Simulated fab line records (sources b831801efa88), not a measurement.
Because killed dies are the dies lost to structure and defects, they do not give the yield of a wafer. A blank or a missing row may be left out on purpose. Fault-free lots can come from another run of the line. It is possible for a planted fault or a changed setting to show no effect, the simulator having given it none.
A struck lot beside a sound one	flow sky130	34 out of 708 route steps
Sound: these wafers, L124.2, L124.5, L124.6. The struck wafers were L133.2, L133.3. Last of all comes the cause.
At each step with rows: each side's tool, then ch and its chambers, then its first start. Under that, the readings that differ: sound wafers	struck wafers	difference of the means	sigmas: that difference in standard deviations of wafers without a fault.
alike: readings whose means differ by less than 2 such deviations, and words and numbers that are the same on both sides. not compared: withheld readings, readings that some wafer has no value for, bounds like >300 that may hide the same value, and numbers for which the record gives no deviation and whose values overlap.
Wherever a step has rows on one side only, a row that says differs or no value, or a row with sigmas, the two part there. When numbers do not overlap yet have no deviation, they are printed without sigmas and do not part them. Lack of a reading on every wafer of one side parts them only where that side has two or more wafers.

SKY_SD_P_CD_MEAS_07: target cd 380 nm.
  struck on cd-sem-02, day 31 15:28; sound on cd-sem-01, day 28 05:05
  alike: cd-nm
SKY_SD_P_OVL_MEAS_08:
  struck on overlay-01, day 31 15:34; sound on overlay-01, day 28 05:11
  alike: SD_P_OVL
next, for these wafers, 1 step has no rows: SKY_SD_P_IMPLANT_09.
SKY_SD_P_STRIP_10: strips in O2/N2.
  sound on plasma-asher-02 ch 0,1, day 28 05:22; struck on plasma-asher-04 ch 0, day 31 15:45
  alike: drypump-motor-current-A, n2-flow-sccm, oes-product-au, strip-time-to-endpoint-s
  not compared: rf-hours-counter-h
SKY_SD_P_TW_MEAS_11:
  struck on film-metro-02, day 31 15:52; sound on film-metro-03, day 28 05:28
  alike: SD_P_TW
then, 7 steps without rows for these wafers: SKY_RES_XHIGH_DEHYDRATE_00 (time 60 s); SKY_RES_XHIGH_HMDS_01 (prime time 60 s); SKY_RES_XHIGH_COAT_02 (resist thk 1140 nm); SKY_RES_XHIGH_SOFTBAKE_03 (time 60 s); SKY_RES_XHIGH_EXPOSE_04 (exposes mask URPM, target cd 1270 nm); SKY_RES_XHIGH_PEB_05; SKY_RES_XHIGH_DEVELOP_06 (develop time 60 s).
SKY_RES_XHIGH_IMPLANT_07:
  sound on implanter-01 ch 0, day 29 10:02; struck on implanter-03 ch 0, day 32 18:34
  alike: beam-energy-keV, tilt-deg
SKY_RES_XHIGH_STRIP_08: strips in O2/N2.
  sound on plasma-asher-03 ch 0,1, day 29 10:10; struck on plasma-asher-02 ch 0,1, day 32 18:42
reading	sound	struck	difference	sigmas
strip-time-to-endpoint-s (s)	14.19 14.28 14.33	14.18 14.16	-0.10	-3
  alike: drypump-motor-current-A, n2-flow-sccm, oes-product-au
  not compared: rf-hours-counter-h
SKY_RES_XHIGH_TW_MEAS_09:
  struck on film-metro-03, day 32 18:49; sound on film-metro-03, day 29 10:16
reading	sound	struck	difference	sigmas
RES_XHIGH_TW	1632 1626 1620	1548 1549	-78	-6
then, 7 steps without rows for these wafers: SKY_SD_N_DEHYDRATE_00 (time 60 s); SKY_SD_N_HMDS_01 (prime time 60 s); SKY_SD_N_COAT_02 (resist thk 1140 nm); SKY_SD_N_SOFTBAKE_03 (time 60 s); SKY_SD_N_EXPOSE_04 (exposes mask NSDM, target cd 380 nm); SKY_SD_N_PEB_05; SKY_SD_N_DEVELOP_06 (develop time 60 s).
SKY_SD_N_CD_MEAS_07: target cd 380 nm.
  struck on cd-sem-01, day 33 20:53; sound on cd-sem-01, day 30 13:34
  alike: cd-nm
SKY_SD_N_OVL_MEAS_08:
  struck on overlay-02, day 33 20:59; sound on overlay-01, day 30 13:40
  alike: SD_N_OVL
then, 2 steps without rows for these wafers: SKY_SD_N_IMPLANT_09; SKY_SD_N_IMPLANT_10.
SKY_SD_N_STRIP_11: strips in O2/N2.
  sound on plasma-asher-01 ch 0,1, day 30 14:00; struck on plasma-asher-01 ch 1, day 33 21:19
  alike: drypump-motor-current-A, n2-flow-sccm, oes-product-au, strip-time-to-endpoint-s
  not compared: rf-hours-counter-h
SKY_SD_N_TW_MEAS_12:
  struck on film-metro-03, day 33 21:25; sound on film-metro-02, day 30 14:07
  alike: SD_N_TW
then, 1 step without rows for these wafers: SKY_SD_N_CLEAN_13 (cleans in SC1/SC2, time 150 s).
SKY_SD_N_RTA_14: time 2 s.
  sound on rtp-anneal-02 ch 0, day 30 14:13; struck on rtp-anneal-01 ch 0, day 33 21:32
  alike: lamp-power-pct, ramp-up-c-per-s, wafer_temp_C_max
SKY_SD_N_RS_MEAS_16: the measuring method here is four-point-probe.
  struck on film-metro-03, day 33 21:46; sound on film-metro-03, day 30 14:24
  alike: SD_N_RS
SKY_SD_N_RS_MEAS_17: the measuring method here is four-point-probe.
  struck on film-metro-03, day 33 21:53; sound on film-metro-03, day 30 14:31
reading	sound	struck	difference	sigmas
SD_P_RS (ohm/sq)	147.6 147.9 148.3	146.9 147.4	-0.8	-2
SKY_SD_N_RS_MEAS_18: the measuring method here is four-point-probe.
  struck on film-metro-03, day 33 22:01; sound on film-metro-03, day 30 14:38
reading	sound	struck	difference	sigmas
RES_XHIGH_RS (ohm/sq)	334.3 334.6 334.0	385.4 384.3	+50.6	+39
then, 1 step without rows for these wafers: SKY_SALICIDE_CLEAN_00 (cleans in HF-last, time 30 s).

== WHERE THEY PART ==
First at SKY_RES_XHIGH_STRIP_08; last, within this record, at SKY_SD_N_RS_MEAS_18.

WHY: what the simulator had put in
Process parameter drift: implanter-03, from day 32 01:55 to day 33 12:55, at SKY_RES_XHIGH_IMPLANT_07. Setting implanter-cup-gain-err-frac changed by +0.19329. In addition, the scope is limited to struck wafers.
